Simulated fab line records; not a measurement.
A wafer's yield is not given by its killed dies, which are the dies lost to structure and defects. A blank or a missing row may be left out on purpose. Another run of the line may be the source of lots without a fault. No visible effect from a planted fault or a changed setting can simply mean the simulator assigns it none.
Struck lot and sound lot, side by side ; flow sky130 ; 43 out of 708 route steps
Sound: the wafers L445.2, L445.4, L445.5. Struck: wafer L459.6. (L459.1, L459.4 of the same lot were not struck and are left out.) The cause comes at the end.
At each step with rows: each side's tool, then ch and its chambers, then its first start. Under that, the readings that differ: sound wafers ; struck wafers ; difference of the means ; sigmas: that difference in standard deviations of wafers without a fault.
alike: a reading whose means differ by less than 2 such deviations, as well as words and numbers matching on both sides. not compared: withheld readings; readings where some wafer has no value; bounds like >300 that might hide an equal value; numbers whose values overlap and for which the record gives no deviation.
A row with sigmas, a row that says differs or no value, or rows on one side alone: a step with any of these is where the two part. Numbers that don't overlap but have no deviation are shown without sigmas and don't part them. A reading missing from all wafers of one side parts the sides only when that side holds two or more wafers.

SKY_VIA3_CD_MEAS_12 targets a cd of 200 nm.
  sound on cd-sem-01 at day 39 22:17; struck on cd-sem-01 at day 43 22:00
  alike: cd-nm
SKY_VIA3_OVL_MEAS_13:
  sound on overlay-02 at day 39 22:24; struck on overlay-01 at day 43 22:07
  alike: VIA3_OVL
then, 1 step without rows for these wafers: SKY_VIA3_ETCH_14 (etches BARC in N2/H2, stops on SiO2, time 45.9 s, target depth 60 nm).
SKY_VIA3_ETCH_15: etches SiO2 in C4F8/O2/Ar, stops on TiN, target depth 507 nm, time 78 s.
  sound on rie-diel-04 ch 2,3, day 39 22:28; struck on rie-diel-03 ch 1, day 43 22:12
  alike: oes-product-au
  not compared: rf-hours-counter-h
then, 6 steps without rows for these wafers: SKY_VIA3_STRIP_16 (strips in O2/N2); SKY_VIA3_STRIP_17 (strips in post etch residue remover, time 1200 s); SKY_VIA3_CLEAN_18 (cleans in IPA, time 180 s); SKY_VIA3_CLEAN_19 (cleans in O3/DIW); SKY_VIA3_SPUTTER_20 (material TiN, target thk 20 nm, time 80 s); SKY_VIA3_CVD_21 (deposits W, target thk 390 nm, time 117.31 s).
SKY_VIA3_RS_MEAS_22: uses a four-point probe to measure.
  sound on film-metro-03 at day 39 23:20; struck on film-metro-01 at day 43 23:13
  alike: VIA3_W_RS
SKY_VIA3_THK_MEAS_23: measures by xrf.
  sound on film-metro-03 at day 39 23:26; struck on film-metro-01 at day 43 23:20
  alike: VIA3_W_THK
SKY_VIA3_CMP_24: polishes, stops on SiO2, t overpolish 20 s, target thk 0 nm.
  sound on cmp-01 ch 1,2, day 39 23:29; struck on cmp-02 ch 2, day 43 23:23
reading;sound;struck;difference;sigmas
time-to-endpoint-s (s);90.3 87.2 84.3;94.9;+7.6;+3
  alike: motor-current-A, overpolish-run-s
SKY_METAL4_SPUTTER_00: material Ti, target thk 15 nm, time 10 s.
  sound on pvd-sputter-03 at day 39 23:47; struck on pvd-sputter-03 at day 43 23:41
  alike: chamber-pressure-pa, throttle-valve-pct
SKY_METAL4_SPUTTER_01: material TiN, target thk 20 nm, time 16.7 s.
  sound on pvd-sputter-03 at day 39 23:49; struck on pvd-sputter-03 at day 43 23:43
  alike: chamber-pressure-pa, throttle-valve-pct
SKY_METAL4_SPUTTER_02: material AlCu, target thk 735 nm, time 39.1 s.
  sound on pvd-sputter-03 at day 39 23:50; struck on pvd-sputter-03 at day 43 23:44
  alike: chamber-pressure-pa, throttle-valve-pct
SKY_METAL4_SPUTTER_03: material Ti, target thk 5 nm, time 3.3 s.
  sound on pvd-sputter-03 at day 39 23:53; struck on pvd-sputter-03 at day 43 23:47
  alike: chamber-pressure-pa, throttle-valve-pct
then, 2 steps without rows for these wafers: SKY_METAL4_SPUTTER_04 (material TiN, target thk 70 nm, time 58.3 s); SKY_CAP2M_CVD_00 (deposits SiO2, target thk 15.5 nm).
SKY_CAP2M_THK_MEAS_01:
  sound on film-metro-02 at day 39 23:59; struck on film-metro-01 at day 43 23:52
reading;sound;struck;difference;sigmas
CAP2M_CVD_00_THK (nm);15.34 15.75 15.45;15.97;+0.46;+2
then, 1 step without rows for these wafers: SKY_CAP2M_SPUTTER_02 (material TiN, target thk 200 nm, time 166.7 s).
SKY_CAP2M_RS_MEAS_03: uses a four-point probe to measure.
  sound on film-metro-04 at day 40 00:10; struck on film-metro-02 at day 44 00:02
  alike: CAP2M_TIN_RS
SKY_CAP2M_THK_MEAS_04: measures by xrf.
  sound on film-metro-04 at day 40 00:16; struck on film-metro-02 at day 44 00:10
  alike: CAP2M_TIN_THK
then, 7 steps without rows for these wafers: SKY_CAP2M_DEHYDRATE_05 (time 60 s); SKY_CAP2M_HMDS_06 (prime time 60 s); SKY_CAP2M_COAT_07 (resist thk 1140 nm); SKY_CAP2M_SOFTBAKE_08 (time 60 s); SKY_CAP2M_EXPOSE_09 (exposes mask CAP2M, target cd 1000 nm); SKY_CAP2M_PEB_10; SKY_CAP2M_DEVELOP_11 (develop time 60 s).
SKY_CAP2M_OVL_MEAS_12:
  sound on overlay-02 at day 41 00:41; struck on overlay-02 at day 44 21:43
  alike: CAP2M_OVL
then, 11 steps without rows for these wafers: SKY_CAP2M_METAL_ETCH_13 (etches TiN in Cl2/BCl3, stops on SiO2, target depth 220 nm, time 62.9 s); SKY_CAP2M_STRIP_14 (strips in O2/N2); SKY_CAP2M_STRIP_15 (strips in post etch residue remover, time 1200 s); SKY_CAP2M_CLEAN_16 (cleans in IPA, time 180 s); SKY_CAP2M_CLEAN_17 (cleans in O3/DIW); SKY_METAL4_DEHYDRATE_05 (time 60 s); SKY_METAL4_HMDS_06 (prime time 60 s); SKY_METAL4_COAT_07 (resist thk 60 nm); SKY_METAL4_COAT_08 (resist thk 1140 nm); SKY_METAL4_SOFTBAKE_09 (time 90 s); SKY_METAL4_EXPOSE_10 (exposes mask MM4, target cd 300 nm).
-- the record jumps here: 4 days lie between the struck wafers' starts before and after (it left off in module METAL4 and takes up again in module PAD_OPEN, whose first step shown is number 708 of the route) --
SKY_PAD_OPEN_PROBE_99:
  sound on prober-02 at day 46 01:23; struck on prober-01 at day 49 09:11
reading;sound;struck;difference;sigmas
defect-limited-yield (%);82.5 80.5 80.1;50.2;-30.8;-14
killed_at_M0_to_M3;45 50 49;213;+165;+24
killed-at-front-end;16 20 23;10;-10;-2
killed-dies;86 96 98;245;+152;+14
killed-on-rim;16 21 19;58;+39;+11
sort_bin_3_pad_short (%);0.4 1.0 1.0;3.9;+3.1;+7
sort_bin_5_function (%);11.2 12.2 10.8;33.1;+21.7;+14
sort_bin_6_memory (%);5.9 6.3 8.1;12.8;+6.0;+4
sort-n-pass;406 396 394;247;-152;-14
sort-yield-pct (%);82.5 80.5 80.1;50.2;-30.8;-14
model.etest.tester.sort-n-pass;406 396 394;247;-152;
model.etest.tester.sort-yield-pct (%);82.52 80.49 80.08;50.2;-30.8;
model.etest.tester.sort_bin_5_pct (%);11.18 12.2 10.77;33.13;+21.75;
model.etest.tester.sort_bin_6_pct (%);5.894 6.301 8.13;12.8;+6.0;
model.etest.tester.sort_bin_3_pct (%);0.4065 1.016 1.016;3.862;+3.049;
  alike: killed_at_M4_up, killed-at-contacts, killed-at-other, killed-open, killed-short

== WHERE THEY PART ==
First at SKY_VIA3_CMP_24; last, within this record, at SKY_PAD_OPEN_PROBE_99.

WHY: what had been put in by the simulator
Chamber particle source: cmp-02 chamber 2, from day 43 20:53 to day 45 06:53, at SKY_VIA3_CMP_24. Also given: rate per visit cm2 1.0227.
